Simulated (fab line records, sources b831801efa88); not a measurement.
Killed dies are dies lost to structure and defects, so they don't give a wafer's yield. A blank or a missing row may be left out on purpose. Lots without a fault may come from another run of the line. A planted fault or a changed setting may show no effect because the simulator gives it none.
fab line records | flow sky130
record lots=6 wafers=18 last_day=50
route steps=708 shown POLY_GATE@236 LDD_N@237
lots that met no fault: from a run of the same line without faults
start_h: hours from the record's first day to the start of the lot's first wafer shown | wait_h: hours since the lot's step before | " the same as in the row above | L1.1+2: a row that stands for several wafers | - no value, or no start given | * or withheld: withheld | < > ~ a bound
route shown NAME@n: a module of which the file shows steps, and the number in the route of the first | usual: mean/standard deviation of fault-free wafers | same: alike in all rows | chamber/n: place in a boat | sites: the reading at each site | _std_site: their standard deviation | _edge_site: outer sites' mean less inner sites' | radius_mm: how far each site lies from the wafer's centre | mask NAME#n: copy n | behind: the tool/chamber that last shaped the wafer | hold: why the lot was held/for how many hours/how that ended | device: the transistor (n, p or np) that didn't switch | end of line: the same wafers' tests at the end of the route | a step without rows: its recipe alone | killed: dies lost to structure and defects at the first sort, not the wafer's yield | map: a wafer's dies, x killed, . not, _ none there
set.NAME: the setting as run; set.NAME@STEP: as run at that earlier step | model.NAME: the simulator's own value behind a step, which no gauge read
lots at some steps of the route; a table a step, a row a wafer
services: from which hour (start_h, from the record's first day; less than 0 if before it) a tool's chamber was out of use, for how many hours, and why
## steps
# step SKY_POLY_GATE_CD_MEAS_22
# usual cd_nm=150.7/2.1
# columns lot.wafer tool chamber start_h wait_h cd_nm
L175.1 cd_sem-02 - 399.24 0.1 150.4
L175.4 " - " " 151.3
L175.6 " - " " 152.3
L178.3 cd_sem-01 - 425.62 0.1 148.4
L178.4 " - " " 150.1
L178.6 " - " " 149.8
L179.3 cd_sem-01 - 456.22 0.1 152.8
L179.4 " - " " 150.5
L179.5 " - " " 152.9
L185.1 cd_sem-02 - 507.04 0.1 148.8
L185.3 " - " " 148.2
L185.6 " - " " 150.4
L189.2 cd_sem-01 - 535.21 0.1 153.0
L189.5 " - " " 152.3
L189.6 " - " " 151.8
L193.1 cd_sem-01 - 561.13 0.1 150.3
L193.2 " - " " 154.8
L193.6 " - " " 155.0
# step SKY_LDD_N_DEHYDRATE_00
# recipe temp_c=200 time_s=60
# step SKY_LDD_N_HMDS_01
# recipe prime_time_s=60 prime_temp_c=120
# step SKY_LDD_N_COAT_02
# recipe resist=NOVOLAK spin_rpm=3000 resist_thk_nm=300
# step SKY_LDD_N_SOFTBAKE_03
# recipe temp_c=90 time_s=60 resist=NOVOLAK
# step SKY_LDD_N_EXPOSE_04
# recipe mask_id=NTM target_cd_nm=840 na=0.6 source_shape=conventional sigma_outer=0.6 dose_mj=110
# step SKY_LDD_N_PEB_05
# recipe temp_c=withheld time_s=* resist=NOVOLAK
# step SKY_LDD_N_DEVELOP_06
# recipe develop_time_s=60 dev_temp_c=23.34
# step SKY_LDD_N_OVL_MEAS_07
# usual LDD_N_OVL=-0.3/1.6
# columns lot.wafer tool chamber start_h wait_h LDD_N_OVL[nm]
L175.1 overlay-01 - 427.24 0.1 0.4
L175.4 " - " " -0.6
L175.6 " - " " -0.8
L178.3 overlay-01 - 454.89 0.1 -0.2
L178.4 " - " " 0.2
L178.6 " - " " 0.3
L179.3 overlay-02 - 485.74 0.1 -1.2
L179.4 " - " " -2.3
L179.5 " - " " -1.0
L185.1 overlay-02 - 537.28 0.1 2.0
L185.3 " - " " 2.8
L185.6 " - " " 2.0
L189.2 overlay-02 - 564.71 0.1 -0.3
L189.5 " - " " -2.0
L189.6 " - " " -0.5
L193.1 overlay-02 - 590.24 0.1 0.1
L193.2 " - " " 0.1
L193.6 " - " " 0.4
# step SKY_LDD_N_IMPLANT_08
# recipe species=As energy_kev=20 dose_cm2=7.5e+13 tilt_deg=withheld rotation_deg=23
# step SKY_LDD_N_IMPLANT_09
# recipe species=As energy_kev=20 dose_cm2=7.5e+13 tilt_deg=withheld rotation_deg=113
# step SKY_LDD_N_IMPLANT_10
# recipe species=As energy_kev=20 dose_cm2=7.5e+13 tilt_deg=withheld rotation_deg=203
# step SKY_LDD_N_IMPLANT_11
# recipe species=As energy_kev=20 dose_cm2=7.5e+13 tilt_deg=withheld rotation_deg=293
# usual beam_energy_keV=20.000/0.0073 beam_on_s=10.01/0.2 dose_ions_cm2=7.5e+13/6.7e+10
# columns lot.wafer tool chamber start_h wait_h beam_energy_keV beam_on_s dose_ions_cm2
L175.1 implanter-01 0 427.73 0.1 19.997 10.16 7.503e+13
L175.4 " 0 " " 19.997 9.97 7.504e+13
L175.6 " 0 " " 19.997 10.03 7.498e+13
L178.3 implanter-03 - 455.41 0.1 - - -
L178.4 " - " " - - -
L178.6 " - " " - - -
L179.3 implanter-03 - 486.26 0.1 - - -
L179.4 " - " " - - -
L179.5 " - " " - - -
L185.1 implanter-02 0 537.76 0.1 19.997 10.20 7.486e+13
L185.3 " 0 " " 19.998 9.48 7.496e+13
L185.6 " 0 " " 19.995 9.89 7.496e+13
L189.2 implanter-03 0 565.22 0.1 20.006 10.12 7.504e+13
L189.5 " 0 " " 20.003 10.25 7.496e+13
L189.6 " 0 " " 20.001 10.05 7.499e+13
L193.1 implanter-02 0 590.73 0.1 19.991 10.43 7.51e+13
L193.2 " 0 " " 20.008 10.00 7.496e+13
L193.6 " 0 " " 19.996 10.31 7.509e+13
# step SKY_LDD_N_IMPLANT_12
# recipe species=BF2 energy_kev=50 dose_cm2=5e+12 tilt_deg=30 rotation_deg=0
# step SKY_LDD_N_IMPLANT_13
# recipe species=BF2 energy_kev=50 dose_cm2=5e+12 tilt_deg=30 rotation_deg=90
# step SKY_LDD_N_IMPLANT_14
# recipe species=BF2 energy_kev=50.92 dose_cm2=5e+12 tilt_deg=30 rotation_deg=180
# step SKY_LDD_N_IMPLANT_15
# recipe species=BF2 energy_kev=50 dose_cm2=5e+12 tilt_deg=30 rotation_deg=270
# step SKY_LDD_N_STRIP_16
# recipe chemistry=O2/N2 power_w=1400 pressure_mtorr=1500 platen_temp_c=withheld o2_flow_sccm=3000 n2_flow_sccm=300 overash_fraction=0.5
# usual drypump_motor_current_A=5.6/0.47 oes_product_au=0.407/0.0048 strip_time_to_endpoint_s=4.315/0.015
# columns lot.wafer tool chamber start_h wait_h drypump_motor_current_A oes_product_au rf_hours_counter_h strip_time_to_endpoint_s
L175.1 plasma_asher-03 0 428.48 0.1 5.9 0.405 32 4.291
L175.4 " 1 " " 5.7 0.405 - 4.292
L175.6 " 0 " " 5.9 0.401 - 4.316
L178.3 plasma_asher-01 0 456.15 0.1 6.4 0.403 - 4.138
L178.4 " 1 " " 5.0 0.407 - 4.153
L178.6 " 1 " " 5.0 0.408 - 4.128
L179.3 plasma_asher-01 0 487.00 0.1 6.4 0.411 - 4.135
L179.4 " 1 " " 5.0 0.418 - 4.165
L179.5 " 0 " " 6.4 0.407 - 4.148
L185.1 plasma_asher-01 0 538.51 0.1 6.4 0.407 84 4.325
L185.3 " 0 " " 6.4 0.402 - 4.324
L185.6 " 1 " " 5.0 0.408 - 4.330
L189.2 plasma_asher-04 1 565.94 0.1 4.9 0.401 76 4.323
L189.5 " 0 " " 5.9 0.410 - 4.308
L189.6 " 1 " " 5.0 0.396 - 4.306
L193.1 plasma_asher-03 1 591.48 0.1 5.7 0.406 48 4.332
L193.2 " 0 " " 5.9 0.415 48 4.316
L193.6 " 1 " " 5.6 0.416 - 4.347
# step SKY_LDD_N_TW_MEAS_17
# usual LDD_N_TW=2569/17
# columns lot.wafer tool chamber start_h wait_h hold LDD_N_TW
L175.1 film_metro-03 - 428.58 0.1 - 2591
L175.4 " - " " - 2565
L175.6 " - " " - 2583
L178.3 film_metro-01 - 456.23 0.1 await_dispo/0.2h/release 2406
L178.4 " - " " await_dispo/0.2h/release 2409
L178.6 " - " " await_dispo/0.2h/release 2417
L178.3 film_metro-01 - 456.46 0.2 - 2416
L178.4 " - " " - 2409
L178.6 " - " " - 2423
L179.3 film_metro-01 - 487.08 0.1 await_dispo/0.2h/release 2406
L179.4 " - " " await_dispo/0.2h/release 2413
L179.5 " - " " await_dispo/0.2h/release 2413
L179.3 film_metro-01 - 487.31 0.2 - 2409
L179.4 " - " " - 2416
L179.5 " - " " - 2409
L185.1 film_metro-04 - 538.61 0.1 - 2583
L185.3 " - " " - 2573
L185.6 " - " " - 2566
L189.2 film_metro-01 - 566.05 0.1 - 2546
L189.5 " - " " - 2561
L189.6 " - " " - 2543
L193.1 film_metro-03 - 591.58 0.1 - 2592
L193.2 " - " " - 2585
L193.6 " - " " - 2583
## services
# columns tool chamber start_h hours kind
implanter-01 - 420.95 5.8 repair
plasma_asher-01 - 440.68 2.9 repair
implanter-01 - 441.82 2.0 repair
implanter-01 - 554.71 3.0 repair
## key
first_sign step=SKY_LDD_N_IMPLANT_11 reading=tool_record direction=missing
effect step=SKY_LDD_N_STRIP_16 reading=strip_time_to_endpoint_s direction=down sigmas=11 usual=* struck=*
effect step=SKY_LDD_N_TW_MEAS_17 reading=visit direction=added
effect step=SKY_LDD_N_TW_MEAS_17 reading=LDD_N_TW direction=down sigmas=9.5 usual=2569 struck=2411
met_at SKY_LDD_N_IMPLANT_11
struck_wafers L178.3,L178.4,L178.6,L179.3,L179.4,L179.5
later_rows_left_out L178.3,L178.4,L178.6,L179.3,L179.4,L179.5
sort_left_out L178.3,L178.4,L178.6,L179.3,L179.4,L179.5
tester_left_out L178,L179
fault kind=skipped_step_whole tool=implanter-03 chamber=- onset_h=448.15 steps=SKY_LDD_N_IMPLANT_11 scope=struck_lots_only
# tester_left_out: of these lots the tester's yield and bins aren't shown, on N5 and GAA mostly nor the transistor test; their killed dies are dies lost to structure and defects alone, not to doping, threshold or leakage, so they don't give the yield
# sort_left_out: the simulated sort isn't trusted on such a fault, so these wafers' sort isn't shown, and their yield isn't known
# later_rows_left_out: the simulator's readings of these wafers behind a module that went badly wrong aren't trusted and aren't shown, but for the sort
